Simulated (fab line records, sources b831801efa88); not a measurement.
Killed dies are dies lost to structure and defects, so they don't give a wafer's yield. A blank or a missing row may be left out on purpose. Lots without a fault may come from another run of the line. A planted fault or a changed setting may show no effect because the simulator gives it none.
Problem report in the 8D (eight disciplines) form, filled by code | flow sky130 | the parts of the form that need people (team, actions taken, sign-off) are left out

1. THE PROBLEM
dose_ions_cm2 at SKY_LDD_N_IMPLANT_15 reads a mean of 2e+12 on 6 wafers of 2 lots; wafers without a fault read 5e+12 with a standard deviation of 6.3e+09. That is -99 or more standard deviations from the usual mean.
First seen on wafer L679.4, day 21 09:43, on implanter-03. The record holds 39 wafers of 13 lots with a number at this step. Rule for "out", or "out of limits": more than 4 standard deviations from the usual mean. The other wafers with a number count as sound.

2. WHAT IT IS AND WHAT IT IS NOT
question                    | is                                | is not
which readings at this step | dose_ions_cm2, faraday_current_uA | -
which lots                  | L679, L681                        | L670, L671, L682, L683, L684, L686, L688, L689, L691, L692, L693
which wafers of those lots  | all that have a number            | -
read on which tools         | implanter-03                      | implanter-01, implanter-02
when                        | from day 21 09:43                 | up to then (6 sound wafers); but 27 sound wafers of L682, L683, L684, L686, L688, L689, L691, L692, L693 came after

3. SUSPECTS, AND WHAT RULES EACH OUT
Counting: a tool at a process step up to the reading stays a suspect if it ran every lot that is out and no sound lot after the first of them.
- implanter-03 at SKY_LDD_N_IMPLANT_15: ruled out as a lasting fault. Sound lots L693 ran on it after its first lot that is out, L679 (day 21 09:43).
Left after counting: nothing in the record.

4. THE CAUSE (what the simulator had put in)
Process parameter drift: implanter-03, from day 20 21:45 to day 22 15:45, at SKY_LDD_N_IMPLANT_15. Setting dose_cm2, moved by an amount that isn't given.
Counting ruled it out, wrongly.

5. THE CHAIN OF EFFECTS, in route order
Each row: a reading whose mean over the struck wafers that have a number lies more than 3 standard deviations from the usual. Only readings for which the record gives a usual standard deviation are gone through. hours: the time from each lot's start at the first step in this table that gives one to its start at this step, as a median over the lots. sigmas: the change in usual standard deviations.
hours | step                 | reading            | usual | on struck wafers | change | sigmas
0     | SKY_LDD_N_IMPLANT_15 | dose_ions_cm2      | 5e+12 | 2e+12            | -3e+12 | -99 or more
0     | SKY_LDD_N_IMPLANT_15 | faraday_current_uA | 28.1  | 12.8             | -15.3  | -31
The process steps in it:
- SKY_LDD_N_IMPLANT_15

6. WHAT WOULD HAVE CAUGHT IT SOONER
In this record the first reading out of limits was taken at day 21 09:43, 12 hours after the fault began at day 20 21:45.
